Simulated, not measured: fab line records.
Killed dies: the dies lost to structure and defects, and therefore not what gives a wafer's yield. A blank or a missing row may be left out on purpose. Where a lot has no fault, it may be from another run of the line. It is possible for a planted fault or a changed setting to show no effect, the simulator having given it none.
Which tool was responsible? -- flow sky130 -- 13 lots with 39 wafers sampled at 6 steps, on a route of 708 steps

## WHAT THE GAUGES READ, wafer by wafer
SKY_POLY_GATE_CD_MEAS_13: target cd 150 nm.
lot,measured,on,cdNm (nm)
L257,day 16 11:51,cdSem-01,150.7 150.1 149.7
L259,day 17 05:53,cdSem-01,152.3 153.2 152.5
L261,day 18 07:22,cdSem-01,150.3 151.0 150.8
L262,day 18 10:20,cdSem-02,151.3 151.9 152.1
L264,day 19 02:15,cdSem-02,145.9 147.6 147.5
L270,day 21 14:19,cdSem-02,151.6 151.0 151.5
L271,day 23 19:23,cdSem-02,148.6 147.8 146.8
L272,day 23 20:42,cdSem-01,149.1 149.0 149.0
L273,day 23 21:27,cdSem-01,150.1 150.6 149.8
L275,day 23 21:48,cdSem-02,153.1 150.9 151.3
L276,day 24 03:31,cdSem-01,151.1 150.7 150.2
L278,day 24 08:13,cdSem-02,148.6 148.0 148.2
L279,day 24 23:19,cdSem-01,148.7 146.9 148.8

SKY_POLY_GATE_THK_MEAS_21.
lot,measured,on,POLY_GATE_OXIDATION_THK (nm)
L257,day 16 14:01,filmMetro-04,4.04 4.02 4.07
L259,day 17 08:23,filmMetro-04,3.97 4.10 3.95
L261,day 18 10:45,filmMetro-01,4.00 3.93 3.99
L262,day 18 13:22,filmMetro-01,4.05 3.98 4.05
L264,day 19 04:56,filmMetro-04,4.16 4.07 4.11
L270,day 21 16:48,filmMetro-03,4.06 4.08 4.02
L271,day 23 21:10,filmMetro-04,3.93 3.98 3.90
L272,day 23 22:29,filmMetro-01,3.95 3.94 3.93
L273,day 23 23:43,filmMetro-03,3.99 3.94 3.92
L275,day 23 23:43,filmMetro-01,4.08 3.95 4.03
L276,day 24 05:53,filmMetro-04,3.91 3.86 3.93
L278,day 24 10:01,filmMetro-01,3.88 3.92 3.96
L279,day 25 01:06,filmMetro-03,3.97 4.06 3.93

SKY_LDD_P_CD_MEAS_07: target cd 380 nm.
lot,measured,on,cdNm (nm)
L257,day 19 07:48,cdSem-02,381.0 381.8 381.8
L259,day 19 20:07,cdSem-02,378.0 379.3 382.6
L261,day 21 01:19,cdSem-01,374.5 375.8 374.4
L262,day 21 03:06,cdSem-01,- - -
L264,day 21 18:33,cdSem-02,380.3 383.0 382.3
L270,day 24 06:07,cdSem-01,382.2 382.5 383.7
L271,day 26 09:40,cdSem-01,383.3 387.0 387.0
L272,day 26 10:56,cdSem-02,380.5 380.9 382.8
L273,day 26 12:25,cdSem-01,375.7 376.7 375.0
L275,day 26 11:28,cdSem-02,378.9 377.9 374.5
L276,day 26 17:35,cdSem-02,384.7 382.4 382.4
L278,day 26 21:05,cdSem-01,377.6 378.5 379.1
L279,day 27 11:17,cdSem-02,381.4 382.3 379.6

SKY_LDD_P_TW_MEAS_11.
lot,measured,on,LDD_P_TW
L257,day 19 08:13,filmMetro-04,638 637 637
L259,day 19 20:36,filmMetro-01,639 640 641
L261,day 21 01:43,filmMetro-02,636 633 634
L262,day 21 03:29,filmMetro-02,30 30 30
L264,day 21 18:56,filmMetro-04,638 639 641
L270,day 24 06:31,filmMetro-04,640 639 639
L271,day 26 10:04,filmMetro-02,629 632 632
L272,day 26 11:20,filmMetro-02,630 630 632
L273,day 26 12:49,filmMetro-01,631 634 631
L275,day 26 11:52,filmMetro-01,630 631 631
L276,day 26 17:58,filmMetro-02,633 633 631
L278,day 26 21:28,filmMetro-04,637 636 636
L279,day 27 11:40,filmMetro-04,641 637 645

## WHAT TOOL EACH LOT RAN ON (gives the tool, then ch and the chambers of the sampled wafers, and finally the start)
lot,SKY_LDD_P_EXPOSE_04,SKY_LDD_P_STRIP_10
L257,"ilineStepper-01 ch 0, day 18 17:50","plasmaAsher-03 ch 0,1, day 19 08:07"
L259,"ilineStepper-01 ch 0, day 19 05:12","plasmaAsher-03 ch 0,1, day 19 20:29"
L261,"ilineStepper-01 ch 0, day 20 09:44","plasmaAsher-04 ch 1, day 21 01:37"
L262,"ilineStepper-01 ch 0, day 20 11:52","plasmaAsher-04 ch 0,1, day 21 03:24"
L264,"ilineStepper-01 ch 0, day 21 03:50","plasmaAsher-04 ch 0,1, day 21 18:51"
L270,"ilineStepper-01 ch 0, day 23 15:52","plasmaAsher-01 ch 0,1, day 24 06:25"
L271,"ilineStepper-01 ch 0, day 25 19:02","plasmaAsher-03 ch 0,1, day 26 09:58"
L272,"ilineStepper-02 ch 0, day 25 20:34","plasmaAsher-04 ch 0,1, day 26 11:14"
L273,"ilineStepper-01 ch 0, day 25 22:05","plasmaAsher-01 ch 0,1, day 26 12:43"
L275,"ilineStepper-02 ch 0, day 25 21:23","plasmaAsher-04 ch 0,1, day 26 11:46"
L276,"ilineStepper-02 ch 0, day 26 03:32","plasmaAsher-01 ch 0, day 26 17:52"
L278,"ilineStepper-01 ch 0, day 26 07:21","plasmaAsher-01 ch 0, day 26 21:22"
L279,"ilineStepper-01 ch 0, day 26 20:55","plasmaAsher-01 ch 0,1, day 27 11:34"
- SKY_LDD_P_EXPOSE_04: exposes mask PSDM, target cd 380 nm.
- SKY_LDD_P_STRIP_10: strips in O2/N2.

## AS READ BY THE TOOLS THEMSELVES (means over the sampled wafers that have a number; for cases with no such wafer, the mark the record gives instead)
SKY_LDD_P_STRIP_10.
lot,tool,drypumpMotorCurrentA (A),oesProductAu (a.u.),stripTimeToEndpointS (s)
L257,plasmaAsher-03,5.5,0.716,14.17
L259,plasmaAsher-03,5.2,0.718,14.17
L261,plasmaAsher-04,5.4,0.713,14.23
L262,plasmaAsher-04,5.5,0.715,14.21
L264,plasmaAsher-04,5.5,0.716,14.21
L270,plasmaAsher-01,5.2,0.716,14.21
L271,plasmaAsher-03,5.2,0.718,14.18
L272,plasmaAsher-04,5.5,0.716,14.15
L273,plasmaAsher-01,5.2,0.714,14.18
L275,plasmaAsher-04,5.5,0.714,14.22
L276,plasmaAsher-01,5.3,0.711,14.18
L278,plasmaAsher-01,5.2,0.715,14.19
L279,plasmaAsher-01,5.3,0.716,14.26

## THE ANSWER, worked out from the rows above alone
Rule: the usual values come from the lots themselves. Put in order of their means at a reading, lots are off if they are a third of the lots or fewer, leave a main group of 4 or more, and stand apart from it by a gap of 3 or more times the standard deviation of the main group's means; of several such gaps the widest counts. Not used: any main group whose means are identical at the precision the tables above print for the reading. A lot without any number at a reading at which 4 lots or more have one is off too. All remaining lots with rows at the step are treated as sound. The gauges are gone through in route order, then the tools' own readings, and for those a lot's mean is taken as printed above. At the first step where some lot is off, the reading lying furthest off is the one used; lots without a number count as furthest.
Off: L262, at SKY_LDD_P_CD_MEAS_07 (cdNm). Without a number there: L262. The main group has a mean of 380.3 nm with a standard deviation of 3.1.
If a tool, at a process step before that reading, ran all the lots that are off and no sound lot after the first of them, it fits. The gauges at SKY_LDD_P_CD_MEAS_07 aren't tried: what is off there is off at SKY_LDD_P_TW_MEAS_11 too, on other tools, and a gauge's error can't cause that. Of those tried, none fits.

## WHAT THE SIMULATOR HAD INSERTED
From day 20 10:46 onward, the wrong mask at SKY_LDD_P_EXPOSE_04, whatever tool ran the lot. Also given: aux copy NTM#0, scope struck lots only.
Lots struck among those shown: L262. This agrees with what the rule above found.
